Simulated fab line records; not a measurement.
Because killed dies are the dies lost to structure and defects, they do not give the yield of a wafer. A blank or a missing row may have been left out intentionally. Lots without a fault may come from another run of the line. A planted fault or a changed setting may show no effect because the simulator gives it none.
Chamber matching / flow gf180mcu / cmp-01 running GF_V3_CMP_26: 4 sister chambers
The step polishes, stops on SiO2, t overpolish 15 s, target thk 0 nm. 4 wafers are shown with their chamber, then 8 later ones without.

== EACH WAFER AND ITS CHAMBER ==
wafer=L797.3; chamber=0; motor_current_A (A)=11.0
wafer=L799.2; chamber=3; motor_current_A (A)=10.7
wafer=L799.6; chamber=1; motor_current_A (A)=9.6
wafer=L805.1; chamber=2; motor_current_A (A)=11.4

== WAFERS WHOSE CHAMBER IS MISSING ==
wafer=L805.4; motor_current_A (A)=10.8
wafer=L805.6; motor_current_A (A)=11.0
wafer=L807.1; motor_current_A (A)=10.5
wafer=L807.2; motor_current_A (A)=11.3
wafer=L807.3; motor_current_A (A)=11.6
wafer=L809.1; motor_current_A (A)=10.1
wafer=L809.3; motor_current_A (A)=10.7
wafer=L809.5; motor_current_A (A)=11.0

== EACH ONE'S CHAMBER ==
wafer=L805.4; from the rows above=can't be placed: 3 or 0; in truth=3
wafer=L805.6; from the rows above=can't be placed: 0 or 3 or 2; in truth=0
wafer=L807.1; from the rows above=can't be placed: 3 or 0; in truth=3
wafer=L807.2; from the rows above=can't be placed: 2 or 0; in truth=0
wafer=L807.3; from the rows above=can't be placed: 2 or 0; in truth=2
wafer=L809.1; from the rows above=can't be placed: 1 or 3 or 0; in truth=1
wafer=L809.3; from the rows above=can't be placed: 3 or 0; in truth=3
wafer=L809.5; from the rows above=can't be placed: 0 or 3 or 2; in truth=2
Correctly placed: 0 of 8. Can't be placed from these rows: 8 (the true chamber is among the candidates in 8). Number placed wrongly: 0.
How it was worked out, from the rows above alone: a wafer's distance from a chamber is the root of the sum, over the readings, of the square of ((its reading less the chamber's mean) divided by the reading's scatter). The wafer belongs to the nearest chamber; if the next one is less than 2 further off, it can't be placed. For every chamber, the mean is computed from those of its wafers that are shown. The scatter (one wafer shown for each chamber): square how far every hidden wafer sits from the nearest shown wafer, average those squares and take the square root.
